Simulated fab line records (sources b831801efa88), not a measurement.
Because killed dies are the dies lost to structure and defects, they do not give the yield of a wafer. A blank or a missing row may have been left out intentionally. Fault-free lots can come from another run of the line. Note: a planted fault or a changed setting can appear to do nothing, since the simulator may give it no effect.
A lot that was struck, set against a sound lot | flow sky130 | 44 steps out of a route of 708
Sound: the wafers L798.1, L798.2, L798.6. The struck wafers were L804.1, L804.4, L804.5. Last of all comes the cause.
Order at every step that has rows: each side's tool, ch and its chambers, its first start. Under that, the readings that differ: sound wafers | struck wafers | difference of the means | sigmas: that difference in standard deviations of wafers without a fault.
alike: readings with means less than 2 such deviations apart, plus words and numbers identical on both sides. not compared: withheld readings, readings lacking a value on some wafer, bounds such as >300 that could conceal the same value, and numbers that have no deviation in the record and whose values overlap.
A row with sigmas, a row that says differs or no value, or rows on one side alone: a step with any of these is where the two part. When numbers do not overlap yet have no deviation, they are printed without sigmas and do not part them. A reading missing from all wafers of one side parts the sides only when that side holds two or more wafers.

first, 5 steps without rows for these wafers: SKY_SONOS_ONO_COAT_08 (resist thk 1140 nm); SKY_SONOS_ONO_SOFTBAKE_09 (time 60 s); SKY_SONOS_ONO_EXPOSE_10 (exposes mask ONOM, target cd 410 nm); SKY_SONOS_ONO_PEB_11; SKY_SONOS_ONO_DEVELOP_12 (develop time 60 s).
SKY_SONOS_ONO_CD_MEAS_13: the cd target is 410 nm.
  sound: cd_sem-02 at day 12 10:46; struck: cd_sem-02 at day 14 17:34
  alike: cd_nm
SKY_SONOS_ONO_OVL_MEAS_14:
  sound: overlay-01 at day 12 10:53; struck: overlay-02 at day 14 17:41
  alike: SONOS_ONO_OVL
SKY_SONOS_ONO_ETCH_15: etches the open film in CHF3/O2, target depth 19.52 nm, time 7.8 s.
  sound on rie_diel-01 ch 0,1,3, day 12 10:55; struck on rie_diel-03 ch 0,3, day 14 17:43
  alike: O2_flow_sccm, drypump_motor_current_A, oes_product_au, throttle_valve_pct
  not compared: rf_hours_counter_h
then, 1 step without rows for these wafers: SKY_SONOS_ONO_WET_ETCH_16 (etches SiO2 in dHF, target depth 14 nm, time 280 s).
SKY_SONOS_ONO_STRIP_17: strips in O2/N2.
  sound on plasma_asher-04 ch 0,1, day 12 11:01; struck on plasma_asher-03 ch 0, day 14 17:50
  reading                     | sound       | struck      | difference | sigmas
  drypump_motor_current_A (A) | 6.7 6.1 6.7 | 5.1 5.1 5.1 | -1.4       | -2
  alike: oes_product_au, strip_time_to_endpoint_s
  not compared: rf_hours_counter_h
then, 2 steps without rows for these wafers: SKY_SONOS_ONO_WET_ETCH_18 (etches Si3N4 in H3PO4, target depth 15 nm, time 172 s); SKY_GATE_OXIDE_CLEAN_00 (cleans in SC1/SC2, time 150 s).
SKY_GATE_OXIDE_OXIDATION_01: stabilise 600 s, purge 300 s, target thk 10.268 nm.
  sound on furnace-02 ch 0, day 12 12:08; struck on furnace-01 ch 0, day 14 21:53
  reading              | sound             | struck            | difference | sigmas
  spike_tc_lower_C (C) | 899.3 900.0 900.9 | 901.5 902.8 903.2 | +2.4       | +2
  stabilise_s (s)      | 600 600 600       | 5400 5400 5400    | +4800      |
SKY_GATE_OXIDE_THK_MEAS_02:
  sound: film_metro-04 at day 12 13:33; struck: film_metro-03 at day 14 23:18
  alike: GATE_OXIDE_OXIDATION_00_THK
then, 7 steps without rows for these wafers: SKY_GATE_OXIDE_DEHYDRATE_03 (time 60 s); SKY_GATE_OXIDE_HMDS_04 (prime time 60 s); SKY_GATE_OXIDE_COAT_05 (resist thk 1140 nm); SKY_GATE_OXIDE_SOFTBAKE_06 (time 60 s); SKY_GATE_OXIDE_EXPOSE_07 (exposes mask LVOM, target cd 600 nm); SKY_GATE_OXIDE_PEB_08; SKY_GATE_OXIDE_DEVELOP_09 (develop time 60 s).
SKY_GATE_OXIDE_OVL_MEAS_10:
  sound: overlay-02 at day 13 15:04; struck: overlay-02 at day 16 02:19
  alike: GATE_OXIDE_OVL
then, 2 steps without rows for these wafers: SKY_GATE_OXIDE_IMPLANT_11; SKY_GATE_OXIDE_WET_ETCH_12 (etches SiO2 in dHF, target depth 16.8 nm, time 336 s).
SKY_GATE_OXIDE_STRIP_13: strips in O2/N2.
  sound on plasma_asher-02 ch 0,1, day 13 15:22; struck on plasma_asher-04 ch 0,1, day 16 02:36
  alike: drypump_motor_current_A, oes_product_au, strip_time_to_endpoint_s
  not compared: rf_hours_counter_h
SKY_GATE_OXIDE_TW_MEAS_14:
  sound: film_metro-02 at day 13 15:28; struck: film_metro-03 at day 16 02:42
  alike: GATE_OXIDE_TW
then, 3 steps without rows for these wafers: SKY_GATE_OXIDE_CLEAN_15 (cleans in SC1/SC2, time 150 s); SKY_GATE_OXIDE_OXIDATION_16 (stabilise 600 s, purge 300 s, target thk 3.57 nm); SKY_POLY_GATE_CVD_00 (deposits poly-Si, target thk 180 nm, time 720 s).
SKY_POLY_GATE_THK_MEAS_01:
  sound: film_metro-01 at day 13 18:19; struck: film_metro-01 at day 16 05:54
  alike: POLY_GATE_CVD_00_THK
then, 8 steps without rows for these wafers: SKY_RES_PROTECT_DEHYDRATE_00 (time 60 s); SKY_RES_PROTECT_HMDS_01 (prime time 60 s); SKY_RES_PROTECT_COAT_02 (resist thk 1140 nm); SKY_RES_PROTECT_SOFTBAKE_03 (time 60 s); SKY_RES_PROTECT_EXPOSE_04 (exposes mask RPM, target cd 1270 nm); SKY_RES_PROTECT_PEB_05; SKY_RES_PROTECT_DEVELOP_06 (develop time 60 s); SKY_POLY_GATE_IMPLANT_02.
SKY_RES_PROTECT_STRIP_07: strips in O2/N2.
  sound on plasma_asher-03 ch 0,1, day 14 20:10; struck on plasma_asher-01 ch 1, day 17 11:34
  alike: drypump_motor_current_A, oes_product_au, strip_time_to_endpoint_s
  not compared: rf_hours_counter_h
SKY_RES_PROTECT_TW_MEAS_08:
  sound: film_metro-01 at day 14 20:16; struck: film_metro-01 at day 17 11:40
  alike: POLY_GATE_TW
then, 2 steps without rows for these wafers: SKY_RES_PROTECT_CLEAN_09 (cleans in SC1/SC2, time 150 s); SKY_POLY_GATE_CVD_03 (deposits Si3N4 from DCS/NH3, target thk 75 nm, time 1290 s).
-- a jump in the record: the struck wafers' starts before and after are 4 days apart (it breaks off in module POLY_GATE and resumes in module LDD_P, where the first step shown is number 261 of the route) --
SKY_LDD_P_DEVELOP_06: develop time 60 s.
  sound on litho_track-04 ch 0, day 18 15:38; struck on litho_track-04 ch 0, day 21 12:32
  reading                | sound             | struck          | difference | sigmas
  model.LDD_P.cd_nm (nm) | 381.6 377.4 380.2 | 369 369.9 370.6 | -10        |
-- a jump in the record: the struck wafers' starts before and after are 26 days apart (it breaks off in module LDD_P and resumes in module PAD_OPEN, where the first step shown is number 708 of the route) --
SKY_PAD_OPEN_PROBE_99:
  sound: prober-02 at day 45 15:35; struck: prober-02 at day 47 07:25
  reading                                    | sound                | struck               | difference | sigmas
  model.etest.res_pwell_under_gate.rs_ohm_sq | 2283 2295 2282       | 2262 2246 2246       | -35        |
  model.etest.pfet_g5v0d10v5.drive_ua_um     | 341.1 341.4 340.5    | 336.1 338.2 334.1    | -4.9       |
  model.etest.pfet_01v8_mvt.drive_ua_um      | 147 149 147.2        | 145.3 141.2 144.2    | -4.2       |
  model.etest.field_n.vt_v (V)               | 36.37 36.14 35.84    | 34.5 35.17 34.87     | -1.3       |
  model.etest.pfet_01v8_mvt.off_log10_a_um   | -11.06 -10.95 -11.18 | -11.54 -11.61 -11.49 | -0.48      |
  model.etest.pfet_g5v0d10v5.off_log10_a_um  | -12.96 -12.66 -12.99 | -13.25 -13.32 -13.48 | -0.48      |
  model.etest.nfet_05v0_nvt.off_log10_a_um   | -10.81 -11.01 -11.08 | -11.4 -11.15 -11.24  | -0.3       |
  alike: killed_at_M0_to_M3, killed_at_M4_up, killed_at_contacts, killed_at_front_end, killed_at_other, killed_dies, killed_on_rim, killed_open, killed_short
  not compared: model.etest.pfet_g5v0d10v5.r_on_ohm_um

## WHERE THEY PART
Earliest at SKY_SONOS_ONO_STRIP_17; latest, in this record, at SKY_GATE_OXIDE_OXIDATION_01. Later steps at which nothing parts them and some readings are alike: SKY_GATE_OXIDE_THK_MEAS_02, SKY_GATE_OXIDE_OVL_MEAS_10, SKY_GATE_OXIDE_STRIP_13, SKY_GATE_OXIDE_TW_MEAS_14, SKY_POLY_GATE_THK_MEAS_01, SKY_RES_PROTECT_STRIP_07, SKY_RES_PROTECT_TW_MEAS_08, SKY_PAD_OPEN_PROBE_99.

WHY: what had been put in by the simulator
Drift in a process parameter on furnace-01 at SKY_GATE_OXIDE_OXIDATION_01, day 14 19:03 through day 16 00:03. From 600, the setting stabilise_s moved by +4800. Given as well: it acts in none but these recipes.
